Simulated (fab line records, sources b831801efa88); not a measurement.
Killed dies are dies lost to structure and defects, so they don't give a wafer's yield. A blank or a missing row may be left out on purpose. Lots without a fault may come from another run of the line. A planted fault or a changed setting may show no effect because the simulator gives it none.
Chamber matching | flow sky130 | SKY_VIA3_ETCH_15 on rie_diel-01: 4 sister chambers
The step etches SiO2 in C4F8/O2/Ar, stops on TiN, target depth 507 nm, time 78 s. 8 wafers are shown with their chamber, then 8 later ones without.

WAFERS WITH THEIR CHAMBER
wafer  | chamber | oes_product_au (a.u.)
L440.5 | 1       | 0.947
L442.3 | 0       | 0.947
L444.2 | 2       | 0.934
L444.6 | 3       | 0.953
L446.1 | 3       | 0.954
L446.4 | 2       | 0.944
L446.6 | 1       | 0.951
L447.2 | 0       | 0.944

WAFERS WITHOUT THEIR CHAMBER
wafer  | oes_product_au (a.u.)
L447.3 | 0.948
L447.5 | 0.944
L450.1 | 0.949
L450.3 | 0.945
L450.5 | 0.947
L460.1 | 0.953
L460.3 | 0.942
L460.6 | 0.945

WHICH CHAMBER EACH WENT THROUGH
wafer  | from the rows above               | in truth
L447.3 | can't be placed: 1 or 0 or 3      | 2
L447.5 | can't be placed: 0 or 2 or 1      | 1
L450.1 | can't be placed: 1 or 0 or 3      | 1
L450.3 | can't be placed: 0 or 1 or 2      | 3
L450.5 | can't be placed: 0 or 1 or 3 or 2 | 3
L460.1 | can't be placed: 3 or 1 or 0      | 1
L460.3 | can't be placed: 2 or 0 or 1      | 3
L460.6 | can't be placed: 0 or 1 or 2      | 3
Placed correctly: 0 of 8. Can't be placed from these rows: 8 (the true chamber is among the candidates in 4). Placed wrongly: 0.
How it was worked out, from the rows above alone: a wafer's distance from a chamber is the root of the sum, over the readings, of the square of ((its reading less the chamber's mean) divided by the reading's scatter). The wafer belongs to the nearest chamber; if the next one is less than 2 further off, it can't be placed. A chamber's mean is the mean of its shown wafers. The scatter: the root of (the sum of the squares of (reading less its chamber's mean) over the shown wafers, divided by (wafers less chambers)).
